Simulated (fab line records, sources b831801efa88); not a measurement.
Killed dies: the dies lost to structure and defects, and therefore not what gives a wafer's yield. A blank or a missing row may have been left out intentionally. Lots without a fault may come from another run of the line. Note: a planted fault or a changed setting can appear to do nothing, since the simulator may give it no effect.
fab line records + flow sky130
record
- lots=7
- wafers=19
- lastDay=50
route steps=708 shown CONTACT@429 METAL1@434 PAD_OPEN@708
lots untouched by any fault: they come from a run of this same line in which no faults occurred
startH: the number of hours between the record's first day and the start of the first shown wafer of the lot + waitH: hours since the lot's step before + " unchanged from the row above + L1.1+2: several wafers, shown together as one row + - either no value or no given start + * or withheld: withheld + < > ~ a bound
route shown NAME@n: names a module that has steps shown in the file, with the first one's number in the route + usual: average and standard deviation across the fault-free wafers + same: alike in all rows + chamber/n: place in a boat + sites: each site's reading + _std_site: the standard deviation of these + _edge_site: the outer-site mean with the inner-site mean subtracted + radiusMm: how far each site lies from the wafer's centre + mask NAME#n: copy n + behind: the tool/chamber that last shaped the wafer + hold: reason for holding the lot/hours on hold/outcome of the hold + device: whichever transistor did not switch (one of n, p or np) + end of line: the route-end tests of the same wafers + for a step that has no rows: nothing shown but its recipe + killed: dies lost to structure and defects at the first sort, not the wafer's yield + map: dies across one wafer; x = killed, . = not, _ = none there
set.NAME: the run value of the setting; set.NAME@STEP: its run value at that earlier step + model.NAME: the simulator's own value behind a step, which no gauge read
certain route steps with their lots: each step a table, each wafer a row
services: a tool's chamber out of use, with start hour (startH, from the record's first day; less than 0 if before it), hours out, and reason
## steps
# step SKY_CONTACT_SPUTTER_23
# recipe
- material=TiN
- targetThkNm=20
- chamberPressurePa=5
- powerW=4000
- timeS=80
# usual
- throttleValvePct=29.3/0.95
| lot.wafer | tool          | chamber | startH | waitH | throttleValvePct |
|-----------|---------------|---------|--------|-------|------------------|
| L272.1    | pvdSputter-01 | -       | 795.87 | 0.0   | 31.2             |
| L272.3    | "             | -       | "      | "     | 28.7             |
| L272.4    | "             | -       | "      | "     | 29.5             |
| L274.2    | pvdSputter-03 | -       | 802.41 | 0.0   | 29.5             |
| L274.3    | "             | -       | "      | "     | 27.0             |
| L274.6    | "             | -       | "      | "     | 27.4             |
| L282.4    | pvdSputter-03 | -       | 862.47 | 0.0   | 27.3             |
| L282.5    | "             | -       | "      | "     | 29.3             |
| L282.6    | "             | -       | "      | "     | 29.4             |
| L283.5    | pvdSputter-01 | -       | 870.02 | 0.0   | 29.2             |
| L283.6    | "             | -       | "      | "     | 29.1             |
| L284.1    | pvdSputter-03 | -       | 872.45 | 0.0   | 29.7             |
| L284.3    | "             | -       | "      | "     | 27.4             |
| L285.1    | pvdSputter-03 | -       | 885.30 | 0.0   | 29.4             |
| L285.2    | "             | -       | "      | "     | 29.3             |
| L285.3    | "             | -       | "      | "     | 29.6             |
| L287.1    | pvdSputter-03 | -       | 893.80 | 0.0   | 29.5             |
| L287.3    | "             | -       | "      | "     | 27.4             |
| L287.5    | "             | -       | "      | "     | 29.4             |
# step SKY_CONTACT_CVD_24
# recipe
- material=W
- targetThkNm=340
- timeS=102.12
- tempC=400
- pressureTorr=40
# usual
- chamberPressureTorr=40.00/0.081
- heaterPowerW=802/60
| lot.wafer | tool    | chamber | startH | waitH | chamberPressureTorr | heaterPowerW |
|-----------|---------|---------|--------|-------|---------------------|--------------|
| L272.1    | cvdW-01 | 0       | 795.93 | 0.0   | 39.92               | 704          |
| L272.3    | "       | 1       | "      | "     | 39.93               | 779          |
| L272.4    | "       | 0       | "      | "     | 40.05               | 713          |
| L274.2    | cvdW-02 | 0       | 802.47 | 0.0   | 40.01               | 784          |
| L274.3    | "       | 0       | "      | "     | 40.03               | 794          |
| L274.6    | "       | 0       | "      | "     | 39.95               | 808          |
| L282.4    | cvdW-02 | 0       | 862.57 | 0.1   | 39.93               | 797          |
| L282.5    | "       | 1       | "      | "     | 40.17               | 887          |
| L282.6    | "       | 0       | "      | "     | 39.93               | 803          |
| L283.5    | cvdW-01 | 1       | 870.13 | 0.1   | 40.01               | 784          |
| L283.6    | "       | 0       | "      | "     | 40.08               | 713          |
| L284.1    | cvdW-02 | 0       | 872.51 | 0.0   | 40.00               | 802          |
| L284.3    | "       | 0       | "      | "     | 40.02               | 804          |
| L285.1    | cvdW-01 | 1       | 885.36 | 0.0   | 39.97               | 769          |
| L285.2    | "       | 0       | "      | "     | 39.93               | 723          |
| L285.3    | "       | 1       | "      | "     | 39.97               | 774          |
| L287.1    | cvdW-01 | 1       | 893.86 | 0.0   | 40.08               | 767          |
| L287.3    | "       | 0       | "      | "     | 40.07               | 718          |
| L287.5    | "       | 0       | "      | "     | 40.12               | 701          |
# step SKY_CONTACT_RS_MEAS_25
# recipe
- thkMeasGauge=four-point-probe
- reads=W_of_CONTACT_CVD_24+TiN_of_CONTACT_SPUTTER_23
# usual
- CONTACT_W_RS=0.343/0.004
| lot.wafer | tool         | chamber | startH | waitH | CONTACT_W_RS[ohm/sq] |
|-----------|--------------|---------|--------|-------|----------------------|
| L272.1    | filmMetro-02 | -       | 796.04 | 0.1   | 0.341                |
| L272.3    | "            | -       | "      | "     | 0.342                |
| L272.4    | "            | -       | "      | "     | 0.342                |
| L274.2    | filmMetro-01 | -       | 802.60 | 0.1   | 0.344                |
| L274.3    | "            | -       | "      | "     | 0.346                |
| L274.6    | "            | -       | "      | "     | 0.339                |
| L282.4    | filmMetro-01 | -       | 862.70 | 0.1   | 0.343                |
| L282.5    | "            | -       | "      | "     | 0.352                |
| L282.6    | "            | -       | "      | "     | 0.346                |
| L283.5    | filmMetro-01 | -       | 870.24 | 0.1   | 0.343                |
| L283.6    | "            | -       | "      | "     | 0.343                |
| L284.1    | filmMetro-01 | -       | 872.62 | 0.1   | 0.342                |
| L284.3    | "            | -       | "      | "     | 0.342                |
| L285.1    | filmMetro-01 | -       | 885.47 | 0.1   | 0.340                |
| L285.2    | "            | -       | "      | "     | 0.340                |
| L285.3    | "            | -       | "      | "     | 0.342                |
| L287.1    | filmMetro-02 | -       | 893.97 | 0.1   | 0.344                |
| L287.3    | "            | -       | "      | "     | 0.341                |
| L287.5    | "            | -       | "      | "     | 0.342                |
# step SKY_CONTACT_THK_MEAS_26
# recipe
- thkMeasGauge=xrf
- reads=W_of_CONTACT_CVD_24
# usual
- CONTACT_W_THK=322/4.5
| lot.wafer | tool         | chamber | startH | waitH | CONTACT_W_THK[nm] |
|-----------|--------------|---------|--------|-------|-------------------|
| L272.1    | filmMetro-02 | -       | 796.16 | 0.1   | 329               |
| L272.3    | "            | -       | "      | "     | 327               |
| L272.4    | "            | -       | "      | "     | 329               |
| L274.2    | filmMetro-01 | -       | 802.71 | 0.1   | 320               |
| L274.3    | "            | -       | "      | "     | 319               |
| L274.6    | "            | -       | "      | "     | 323               |
| L282.4    | filmMetro-01 | -       | 862.79 | 0.1   | 322               |
| L282.5    | "            | -       | "      | "     | 313               |
| L282.6    | "            | -       | "      | "     | 319               |
| L283.5    | filmMetro-01 | -       | 870.32 | 0.1   | 321               |
| L283.6    | "            | -       | "      | "     | 321               |
| L284.1    | filmMetro-01 | -       | 872.74 | 0.1   | 323               |
| L284.3    | "            | -       | "      | "     | 323               |
| L285.1    | filmMetro-01 | -       | 885.59 | 0.1   | 324               |
| L285.2    | "            | -       | "      | "     | 325               |
| L285.3    | "            | -       | "      | "     | 321               |
| L287.1    | filmMetro-02 | -       | 894.09 | 0.1   | 326               |
| L287.3    | "            | -       | "      | "     | 328               |
| L287.5    | "            | -       | "      | "     | 327               |
# step SKY_CONTACT_CMP_27
# recipe
- stopOn=SiO2
- tOverpolishS=15
- downForcePsi=3.5
- platenRpm=60
- targetThkNm=0
- padVelocityMS=0.94248
# step SKY_METAL1_SPUTTER_00
# recipe
- material=Ti
- targetThkNm=15
- powerW=3000
- timeS=10
- chamberPressurePa=0.4
# usual
- throttleValvePct=29.8/0.98
| lot.wafer | tool          | chamber | startH | waitH | throttleValvePct |
|-----------|---------------|---------|--------|-------|------------------|
| L272.1    | pvdSputter-04 | -       | 796.52 | 0.2   | 29.6             |
| L272.3    | "             | -       | "      | "     | 31.0             |
| L272.4    | "             | -       | "      | "     | 30.4             |
| L274.2    | pvdSputter-04 | -       | 803.16 | 0.2   | 30.5             |
| L274.3    | "             | -       | "      | "     | 31.5             |
| L274.6    | "             | -       | "      | "     | 29.4             |
| L282.4    | pvdSputter-02 | -       | 863.25 | 0.2   | 28.7             |
| L282.5    | "             | -       | "      | "     | 29.9             |
| L282.6    | "             | -       | "      | "     | 29.7             |
| L283.5    | pvdSputter-02 | -       | 870.70 | 0.1   | 31.1             |
| L283.6    | "             | -       | "      | "     | 29.9             |
| L284.1    | pvdSputter-04 | -       | 873.10 | 0.1   | 30.6             |
| L284.3    | "             | -       | "      | "     | 29.9             |
| L285.1    | pvdSputter-02 | -       | 885.95 | 0.2   | 30.1             |
| L285.2    | "             | -       | "      | "     | 30.9             |
| L285.3    | "             | -       | "      | "     | 29.0             |
| L287.1    | pvdSputter-02 | -       | 894.45 | 0.1   | 28.9             |
| L287.3    | "             | -       | "      | "     | 29.7             |
| L287.5    | "             | -       | "      | "     | 28.7             |
# step SKY_METAL1_SPUTTER_01
# recipe
- material=TiN
- targetThkNm=20
- powerW=6500
- timeS=16.7
- chamberPressurePa=0.4
# step SKY_METAL1_SPUTTER_02
# recipe
- material=AlCu
- targetThkNm=250
- powerW=10600
- timeS=13.3
- chamberPressurePa=0.4
# usual
- throttleValvePct=29.8/0.98
| lot.wafer | tool          | chamber | startH | waitH | throttleValvePct |
|-----------|---------------|---------|--------|-------|------------------|
| L272.1    | pvdSputter-04 | -       | 796.57 | 0.0   | 29.4             |
| L272.3    | "             | -       | "      | "     | 31.0             |
| L272.4    | "             | -       | "      | "     | 30.5             |
| L274.2    | pvdSputter-04 | -       | 803.21 | 0.0   | 30.5             |
| L274.3    | "             | -       | "      | "     | 30.8             |
| L274.6    | "             | -       | "      | "     | 29.7             |
| L282.4    | pvdSputter-02 | -       | 863.29 | 0.0   | 28.6             |
| L282.5    | "             | -       | "      | "     | 29.9             |
| L282.6    | "             | -       | "      | "     | 29.9             |
| L283.5    | pvdSputter-02 | -       | 870.75 | 0.0   | 30.8             |
| L283.6    | "             | -       | "      | "     | 29.9             |
| L284.1    | pvdSputter-04 | -       | 873.15 | 0.0   | 30.8             |
| L284.3    | "             | -       | "      | "     | 30.1             |
| L285.1    | pvdSputter-02 | -       | 886.00 | 0.0   | 29.9             |
| L285.2    | "             | -       | "      | "     | 31.1             |
| L285.3    | "             | -       | "      | "     | 28.6             |
| L287.1    | pvdSputter-02 | -       | 894.50 | 0.0   | 28.7             |
| L287.3    | "             | -       | "      | "     | 29.9             |
| L287.5    | "             | -       | "      | "     | 29.1             |
# step SKY_METAL1_SPUTTER_03
# recipe
- material=Ti
- targetThkNm=5
- powerW=3000
- timeS=3.3
- chamberPressurePa=0.4
# usual
- throttleValvePct=29.8/0.96
| lot.wafer | tool          | chamber | startH | waitH | throttleValvePct |
|-----------|---------------|---------|--------|-------|------------------|
| L272.1    | pvdSputter-04 | -       | 796.59 | 0.0   | 29.8             |
| L272.3    | "             | -       | "      | "     | 31.0             |
| L272.4    | "             | -       | "      | "     | 30.4             |
| L274.2    | pvdSputter-04 | -       | 803.23 | 0.0   | 30.4             |
| L274.3    | "             | -       | "      | "     | 31.2             |
| L274.6    | "             | -       | "      | "     | 29.5             |
| L282.4    | pvdSputter-02 | -       | 863.32 | 0.0   | 28.9             |
| L282.5    | "             | -       | "      | "     | 30.0             |
| L282.6    | "             | -       | "      | "     | 29.7             |
| L283.5    | pvdSputter-02 | -       | 870.77 | 0.0   | 30.8             |
| L283.6    | "             | -       | "      | "     | 29.9             |
| L284.1    | pvdSputter-04 | -       | 873.17 | 0.0   | 30.8             |
| L284.3    | "             | -       | "      | "     | 29.5             |
| L285.1    | pvdSputter-02 | -       | 886.02 | 0.0   | 29.7             |
| L285.2    | "             | -       | "      | "     | 30.9             |
| L285.3    | "             | -       | "      | "     | 29.0             |
| L287.1    | pvdSputter-02 | -       | 894.52 | 0.0   | 29.2             |
| L287.3    | "             | -       | "      | "     | 29.8             |
| L287.5    | "             | -       | "      | "     | 28.5             |
# step SKY_METAL1_SPUTTER_04
# recipe
- material=TiN
- targetThkNm=70
- powerW=6500
- timeS=58.3
- chamberPressurePa=0.4
# step SKY_METAL1_RS_MEAS_05
# recipe
- thkMeasGauge=four-point-probe
- reads=TiN_of_METAL1_SPUTTER_04+Ti_of_METAL1_SPUTTER_03+AlCu_of_METAL1_SPUTTER_02+TiN_of_METAL1_SPUTTER_01+Ti_of_METAL1_SPUTTER_00
# usual
- METAL1_ALCU_RS=0.1259/0.0015
| lot.wafer | tool         | chamber | startH | waitH | METAL1_ALCU_RS[ohm/sq] |
|-----------|--------------|---------|--------|-------|------------------------|
| L272.1    | filmMetro-02 | -       | 796.66 | 0.0   | 0.1265                 |
| L272.3    | "            | -       | "      | "     | 0.1247                 |
| L272.4    | "            | -       | "      | "     | 0.1255                 |
| L274.2    | filmMetro-02 | -       | 803.32 | 0.0   | 0.1246                 |
| L274.3    | "            | -       | "      | "     | 0.1228                 |
| L274.6    | "            | -       | "      | "     | 0.1253                 |
| L282.4    | filmMetro-04 | -       | 863.45 | 0.1   | 0.1254                 |
| L282.5    | "            | -       | "      | "     | 0.1250                 |
| L282.6    | "            | -       | "      | "     | 0.1257                 |
| L283.5    | filmMetro-04 | -       | 870.91 | 0.1   | 0.1238                 |
| L283.6    | "            | -       | "      | "     | 0.1244                 |
| L284.1    | filmMetro-04 | -       | 873.24 | 0.0   | 0.1270                 |
| L284.3    | "            | -       | "      | "     | 0.1271                 |
| L285.1    | filmMetro-04 | -       | 886.09 | 0.0   | 0.1240                 |
| L285.2    | "            | -       | "      | "     | 0.1235                 |
| L285.3    | "            | -       | "      | "     | 0.1236                 |
| L287.1    | filmMetro-02 | -       | 894.59 | 0.0   | 0.1280                 |
| L287.3    | "            | -       | "      | "     | 0.1284                 |
| L287.5    | "            | -       | "      | "     | 0.1286                 |
# step SKY_METAL1_THK_MEAS_06
# recipe
- thkMeasGauge=xrf
- reads=AlCu_of_METAL1_SPUTTER_02
# usual
- METAL1_ALCU_THK=255/3.2
| lot.wafer | tool         | chamber | startH | waitH | METAL1_ALCU_THK[nm] |
|-----------|--------------|---------|--------|-------|---------------------|
| L272.1    | filmMetro-02 | -       | 796.78 | 0.1   | 254                 |
| L272.3    | "            | -       | "      | "     | 258                 |
| L272.4    | "            | -       | "      | "     | 256                 |
| L274.2    | filmMetro-02 | -       | 803.43 | 0.1   | 258                 |
| L274.3    | "            | -       | "      | "     | 263                 |
| L274.6    | "            | -       | "      | "     | 256                 |
| L282.4    | filmMetro-04 | -       | 863.54 | 0.1   | 255                 |
| L282.5    | "            | -       | "      | "     | 256                 |
| L282.6    | "            | -       | "      | "     | 256                 |
| L283.5    | filmMetro-04 | -       | 870.99 | 0.1   | 257                 |
| L283.6    | "            | -       | "      | "     | 256                 |
| L284.1    | filmMetro-04 | -       | 873.36 | 0.1   | 253                 |
| L284.3    | "            | -       | "      | "     | 253                 |
| L285.1    | filmMetro-04 | -       | 886.21 | 0.1   | 257                 |
| L285.2    | "            | -       | "      | "     | 259                 |
| L285.3    | "            | -       | "      | "     | 258                 |
| L287.1    | filmMetro-02 | -       | 894.71 | 0.1   | 250                 |
| L287.3    | "            | -       | "      | "     | 252                 |
| L287.5    | "            | -       | "      | "     | 250                 |
# step SKY_METAL1_DEHYDRATE_07
# recipe
- tempC=200
- timeS=60
# usual
- resistLineTempC=23.01/0.11
- runLengthS=89.10/0.1
| lot.wafer | tool          | chamber | startH | waitH | resistLineTempC | runLengthS |
|-----------|---------------|---------|--------|-------|-----------------|------------|
| L272.1    | lithoTrack-04 | 0       | 809.73 | 12.9  | 22.89           | 89.12      |
| L272.3    | "             | 0       | "      | "     | 22.88           | 89.42      |
| L272.4    | "             | 0       | "      | "     | 22.86           | 88.98      |
| L274.2    | lithoTrack-01 | 0       | 816.44 | 13.0  | 23.13           | 89.23      |
| L274.3    | "             | 0       | "      | "     | 23.15           | 89.12      |
| L274.6    | "             | 0       | "      | "     | 23.00           | 88.93      |
| L282.4    | lithoTrack-04 | 0       | 875.65 | 12.1  | 22.84           | 89.09      |
| L282.5    | "             | 0       | "      | "     | 23.02           | 93.43      |
| L282.6    | "             | 0       | "      | "     | 23.12           | 88.96      |
| L283.5    | lithoTrack-04 | 0       | 883.03 | 12.0  | 23.21           | 93.45      |
| L283.6    | "             | 0       | "      | "     | 23.06           | 89.17      |
| L284.1    | lithoTrack-04 | 0       | 885.58 | 12.2  | 22.93           | 89.08      |
| L284.3    | "             | 0       | "      | "     | 23.00           | 93.29      |
| L285.1    | lithoTrack-01 | 0       | 897.86 | 11.6  | 23.01           | 89.21      |
| L285.2    | "             | 0       | "      | "     | 23.15           | 89.10      |
| L285.3    | "             | 0       | "      | "     | 23.02           | 89.19      |
| L287.1    | lithoTrack-03 | 0       | 907.28 | 12.6  | 22.88           | 89.00      |
| L287.3    | "             | 0       | "      | "     | 23.00           | 89.13      |
| L287.5    | "             | 0       | "      | "     | 22.90           | 89.01      |
# step SKY_METAL1_HMDS_08
# recipe
- primeTimeS=60
- primeTempC=120
# step SKY_PAD_OPEN_PROBE_99
# usual
- defectLimitedYield=82.5/1.9
- killed_at_M0_to_M3=43/6.8
- killed_at_M4_up=3.0/1.6
- killedAtContacts=25/6
- killedAtFrontEnd=15/4.4
- killedAtOther=0.3/0.52
- killedDies=86/9.6
- killedOpen=47/6.7
- killedShort=39/6.8
- sort_bin_3_pad_short=0.9/0.43
- sort_bin_5_function=10.3/1.5
- sort_bin_6_memory=6.3/1.1
- sortNPass=406/9.6
- sortYieldPct=82.5/1.9
# same
- grossDies=492
- killedAtBackSide=0
- sort_bin_4_leakage[%]=0
- sort_bin_8_speed[%]=0
| lot.wafer | tool      | chamber | startH  | waitH | defectLimitedYield[%] | killed_at_M0_to_M3 | killed_at_M4_up | killedAtContacts | killedAtFrontEnd | killedAtOther | killedDies | killedOpen | killedShort | sort_bin_3_pad_short[%] | sort_bin_5_function[%] | sort_bin_6_memory[%] | sortNPass | sortYieldPct[%] |
|-----------|-----------|---------|---------|-------|-----------------------|--------------------|-----------------|------------------|------------------|---------------|------------|------------|-------------|-------------------------|------------------------|----------------------|-----------|-----------------|
| L272.1    | prober-01 | -       | 1121.06 | 0.1   | 83.3                  | 43                 | 1               | 27               | 11               | 0             | 82         | 45         | 37          | 0.6                     | 10.0                   | 6.1                  | 410       | 83.3            |
| L272.3    | prober-01 | -       | 1121.16 | 0.2   | 82.7                  | 48                 | 2               | 24               | 11               | 0             | 85         | 44         | 41          | 0.6                     | 10.6                   | 6.1                  | 407       | 82.7            |
| L272.4    | prober-01 | -       | 1121.21 | 0.2   | 83.1                  | 42                 | 3               | 28               | 9                | 1             | 83         | 43         | 40          | 1.2                     | 8.5                    | 7.1                  | 409       | 83.1            |
| L274.2    | prober-02 | -       | 1128.36 | 0.1   | 80.9                  | 41                 | 3               | 33               | 17               | 0             | 94         | 48         | 46          | 1.0                     | 11.6                   | 6.5                  | 398       | 80.9            |
| L274.3    | prober-02 | -       | 1128.41 | 0.2   | 81.1                  | 43                 | 3               | 25               | 22               | 0             | 93         | 53         | 39          | 0                       | 11.6                   | 7.3                  | 399       | 81.1            |
| L274.6    | prober-02 | -       | 1128.56 | 0.2   | 83.7                  | 46                 | 1               | 23               | 10               | 0             | 80         | 38         | 42          | 1.0                     | 8.9                    | 6.3                  | 412       | 83.7            |
| L282.4    | prober-02 | -       | 1170.68 | 0.2   | 83.5                  | 35                 | 2               | 35               | 9                | 0             | 81         | 49         | 32          | 0.4                     | 9.6                    | 6.5                  | 411       | 83.5            |
| L282.5    | prober-02 | -       | 1170.73 | 0.2   | 82.3                  | 35                 | 8               | 27               | 16               | 1             | 87         | 47         | 39          | 0.6                     | 11.2                   | 5.9                  | 405       | 82.3            |
| L282.6    | prober-02 | -       | 1170.78 | 0.2   | 81.9                  | 44                 | 4               | 25               | 16               | 0             | 89         | 53         | 36          | 1.0                     | 11.0                   | 6.1                  | 403       | 81.9            |
| L283.5    | prober-01 | -       | 1174.60 | 0.2   | 81.7                  | 40                 | 4               | 27               | 19               | 0             | 90         | 44         | 46          | 0.4                     | 10.4                   | 7.5                  | 402       | 81.7            |
| L283.6    | prober-01 | -       | 1174.65 | 0.2   | 84.1                  | 44                 | 4               | 25               | 5                | 0             | 78         | 41         | 36          | 0.8                     | 8.5                    | 6.5                  | 414       | 84.1            |
| L284.1    | prober-02 | -       | 1176.82 | 0.1   | 83.1                  | 49                 | 4               | 21               | 9                | 0             | 83         | 42         | 41          | 1.0                     | 8.9                    | 6.9                  | 409       | 83.1            |
| L284.3    | prober-02 | -       | 1176.92 | 0.2   | 81.3                  | 47                 | 3               | 14               | 26               | 2             | 92         | 44         | 46          | 1.2                     | 12.2                   | 5.3                  | 400       | 81.3            |
| L285.1    | prober-01 | -       | 1185.13 | 0.1   | 82.3                  | 41                 | 2               | 22               | 22               | 0             | 87         | 43         | 44          | 1.8                     | 10.6                   | 5.3                  | 405       | 82.3            |
| L285.2    | prober-01 | -       | 1185.18 | 0.1   | 84.1                  | 36                 | 2               | 25               | 15               | 0             | 78         | 36         | 42          | 1.2                     | 11.0                   | 3.7                  | 414       | 84.1            |
| L285.3    | prober-01 | -       | 1185.23 | 0.2   | 83.9                  | 40                 | 1               | 25               | 13               | 0             | 79         | 44         | 35          | 1.0                     | 9.8                    | 5.3                  | 413       | 83.9            |
| L287.1    | prober-01 | -       | 1190.38 | 0.1   | 84.1                  | 40                 | 1               | 23               | 14               | 0             | 78         | 39         | 38          | 0.4                     | 10.2                   | 5.3                  | 414       | 84.1            |
| L287.3    | prober-01 | -       | 1190.48 | 0.2   | 79.3                  | 45                 | 4               | 27               | 26               | 0             | 102        | 54         | 47          | 1.0                     | 11.6                   | 8.1                  | 390       | 79.3            |
| L287.5    | prober-01 | -       | 1190.58 | 0.2   | 83.1                  | 37                 | 3               | 29               | 13               | 1             | 83         | 47         | 35          | 1.2                     | 9.3                    | 6.3                  | 409       | 83.1            |
# killed by level:class
L272.1 VIA1:geometricParticle:open=10 CONTACT:geometricParticle:open=9 METAL1:geometricParticle:short=6 LI_CONTACT:geometricParticle:open=5 VIA1:geometricParticle:short=5 METAL2:geometricParticle:short=5 LOCAL_INTERCONNECT:geometricParticle:short=4 CONTACT:geometricParticle:short=4
L272.3 VIA1:geometricParticle:open=14 VIA2:geometricParticle:open=9 CONTACT:geometricParticle:short=8 METAL3:geometricParticle:short=6 METAL1:geometricParticle:short=6 LI_CONTACT:geometricParticle:open=5 POLY_GATE:geometricParticle:short=4 CONTACT:geometricParticle:open=4
L272.4 VIA1:geometricParticle:open=10 LI_CONTACT:geometricParticle:open=9 METAL1:geometricParticle:short=9 CONTACT:geometricParticle:short=8 CONTACT:geometricParticle:open=8 VIA3:geometricParticle:open=7 METAL2:geometricParticle:short=5 METAL3:geometricParticle:short=5
L274.2 VIA1:geometricParticle:open=11 CONTACT:geometricParticle:open=10 LI_CONTACT:geometricParticle:open=8 POLY_GATE:geometricParticle:short=5 CONTACT:geometricParticle:short=5 METAL3:geometricParticle:short=5 LI_CONTACT:geometricParticle:short=4 LOCAL_INTERCONNECT:geometricParticle:short=4
L274.3 CONTACT:geometricParticle:open=10 VIA1:geometricParticle:open=9 VIA2:geometricParticle:open=9 METAL2:geometricParticle:short=7 FIELD_ISO:geometricParticle:open=6 POLY_GATE:geometricParticle:open=6 POLY_GATE:geometricParticle:short=5 LI_CONTACT:geometricParticle:open=5
L274.6 METAL2:geometricParticle:short=7 CONTACT:geometricParticle:open=7 VIA3:geometricParticle:open=7 METAL3:geometricParticle:short=6 VIA3:geometricParticle:short=6 LI_CONTACT:geometricParticle:short=5 VIA1:geometricParticle:open=5 VIA2:geometricParticle:open=5
L282.4 LI_CONTACT:geometricParticle:open=13 VIA1:geometricParticle:open=12 CONTACT:geometricParticle:open=8 LI_CONTACT:geometricParticle:short=5 CONTACT:geometricParticle:short=5 VIA2:geometricParticle:open=5 LOCAL_INTERCONNECT:geometricParticle:short=4 METAL1:geometricParticle:short=3
L282.5 VIA1:geometricParticle:open=12 CONTACT:geometricParticle:open=10 POLY_GATE:geometricParticle:open=6 METAL4:geometricParticle:short=6 FIELD_ISO:geometricParticle:short=5 LI_CONTACT:geometricParticle:open=5 LOCAL_INTERCONNECT:geometricParticle:short=5 METAL1:geometricParticle:short=5
L282.6 LI_CONTACT:geometricParticle:open=11 VIA3:geometricParticle:open=10 VIA1:geometricParticle:open=9 VIA2:geometricParticle:open=7 CONTACT:geometricParticle:open=6 VIA1:geometricParticle:short=5 METAL4:geometricParticle:short=4 POLY_GATE:geometricParticle:short=4
L283.5 CONTACT:geometricParticle:open=11 LI_CONTACT:geometricParticle:open=8 VIA2:geometricParticle:open=6 FIELD_ISO:geometricParticle:open=5 POLY_GATE:geometricParticle:open=5 CONTACT:geometricParticle:short=5 METAL1:geometricParticle:short=5 VIA1:geometricParticle:short=5
L283.6 CONTACT:geometricParticle:open=10 VIA1:geometricParticle:open=9 VIA1:geometricParticle:short=7 VIA2:geometricParticle:open=5 CONTACT:geometricParticle:short=5 VIA3:geometricParticle:short=5 LI_CONTACT:geometricParticle:open=4 METAL1:geometricParticle:short=4
L284.1 VIA1:geometricParticle:open=10 CONTACT:geometricParticle:open=6 VIA2:geometricParticle:open=6 METAL1:geometricParticle:short=5 METAL2:geometricParticle:short=5 VIA3:geometricParticle:open=5 VIA2:geometricParticle:short=4 CONTACT:geometricParticle:short=4
L284.3 METAL2:geometricParticle:short=13 METAL1:geometricParticle:short=8 VIA1:geometricParticle:open=8 FIELD_ISO:geometricParticle:open=7 CONTACT:geometricParticle:open=7 FIELD_ISO:geometricParticle:short=6 POLY_GATE:geometricParticle:short=6 VIA3:geometricParticle:open=5
L285.1 VIA1:geometricParticle:open=7 LOCAL_INTERCONNECT:geometricParticle:short=6 VIA2:geometricParticle:open=6 FIELD_ISO:geometricParticle:open=5 POLY_GATE:geometricParticle:short=5 SPACER:geometricParticle:short=5 CONTACT:geometricParticle:open=5 METAL1:geometricParticle:open=5
L285.2 LI_CONTACT:geometricParticle:open=10 VIA2:geometricParticle:open=7 CONTACT:geometricParticle:short=5 CONTACT:geometricParticle:open=5 VIA1:geometricParticle:open=5 FIELD_ISO:geometricParticle:short=4 POLY_GATE:geometricParticle:open=4 VIA3:geometricParticle:open=4
L285.3 CONTACT:geometricParticle:open=11 VIA1:geometricParticle:open=9 METAL2:geometricParticle:short=7 POLY_GATE:geometricParticle:open=6 VIA1:geometricParticle:short=6 VIA2:geometricParticle:open=6 CONTACT:geometricParticle:short=4 POLY_GATE:geometricParticle:short=4
L287.1 CONTACT:geometricParticle:open=10 VIA2:geometricParticle:open=9 LI_CONTACT:geometricParticle:short=6 VIA1:geometricParticle:short=6 METAL2:geometricParticle:short=5 VIA3:geometricParticle:open=5 POLY_GATE:geometricParticle:short=4 VIA1:geometricParticle:open=4
L287.3 LI_CONTACT:geometricParticle:open=11 VIA1:geometricParticle:open=8 CONTACT:geometricParticle:open=7 VIA3:geometricParticle:open=7 VIA2:geometricParticle:open=7 FIELD_ISO:geometricParticle:short=6 FIELD_ISO:geometricParticle:open=5 METAL1:geometricParticle:short=5
L287.5 CONTACT:geometricParticle:open=12 VIA2:geometricParticle:open=9 VIA1:geometricParticle:open=9 LI_CONTACT:geometricParticle:open=6 LI_CONTACT:geometricParticle:short=5 LOCAL_INTERCONNECT:geometricParticle:short=5 FIELD_ISO:geometricParticle:open=4 METAL1:geometricParticle:short=4
## services
| tool          | chamber | startH | hours | kind      |
|---------------|---------|--------|-------|-----------|
| pvdSputter-03 | -       | 773.14 | 2.6   | repair    |
| pvdSputter-03 | -       | 803.61 | 2.1   | repair    |
| pvdSputter-04 | -       | 809.72 | 2.0   | repair    |
| cvdW-02       | -       | 819.51 | 2.8   | pm        |
| pvdSputter-03 | -       | 849.59 | 5.9   | repair    |
| cvdW-02       | 0       | 855.61 | 1.2   | repair    |
| pvdSputter-01 | -       | 856.72 | 1.9   | repair    |
| cvdW-01       | -       | 904.00 | 14.0  | pm        |
| cvdW-01       | 0       | 904.00 | 14.0  | ventCycle |
| cvdW-01       | 1       | 904.00 | 14.0  | ventCycle |
## key
firstSign
- step=SKY_METAL1_DEHYDRATE_07
- reading=runLengthS
- direction=up
- sigmas=41
- usual=*
- struck=*
effect none on later readings
metAt SKY_METAL1_DEHYDRATE_07
struckWafers L282.5,L283.5,L284.3
onsetBetween 809.73 875.65
fault
- kind=processParameterDrift
- tool=lithoTrack-04
- chamber=-
- onsetH=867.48
- steps=SKY_METAL1_DEHYDRATE_07
- channel=timeS
- offset=*
- shape=step
- endH=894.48
- scope=struckWafersOnly
- actsIn=*
- stated=*
